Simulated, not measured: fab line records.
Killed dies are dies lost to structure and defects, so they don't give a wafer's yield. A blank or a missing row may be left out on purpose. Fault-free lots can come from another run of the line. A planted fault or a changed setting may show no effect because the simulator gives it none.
Chamber matching    flow gf180mcu    GF_V3_CMP_04 on cmp-01 has 4 sister chambers
The step polishes SiO2. 4 wafers are shown with their chamber, then 7 later ones without.

## WAFERS WITH THEIR CHAMBER
wafer   chamber  motorCurrentA (A)
L333.3  3        11.3
L333.5  0        12.8
L334.3  1        11.6
L334.4  2        12.6

## WAFERS WITHOUT THEIR CHAMBER
wafer   motorCurrentA (A)
L334.6  13.2
L339.1  11.7
L339.2  11.7
L339.3  12.4
L345.3  11.5
L345.4  10.9
L345.5  13.3

## THE CHAMBER EACH PASSED THROUGH
wafer   from the rows above           in truth
L334.6  can't be placed: 0 or 2       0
L339.1  can't be placed: 1 or 3       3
L339.2  can't be placed: 1 or 3       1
L339.3  can't be placed: 2 or 0 or 1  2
L345.3  can't be placed: 1 or 3       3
L345.4  can't be placed: 3 or 1       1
L345.5  can't be placed: 0 or 2       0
Correct placement for 0 of the 7. Can't be placed from these rows: 7 (the true chamber is among the candidates in 7). Placed wrongly: 0.
How it was worked out, from the rows above alone: a wafer's distance from a chamber is the root of the sum, over the readings, of the square of ((its reading less the chamber's mean) divided by the reading's scatter). If the next closest chamber is less than 2 further off than the closest, the wafer can't be placed; otherwise it belongs to the closest. For every chamber, the mean is computed from those of its wafers that are shown. The scatter (one wafer shown for each chamber): square how far every hidden wafer sits from the nearest shown wafer, average those squares and take the square root.
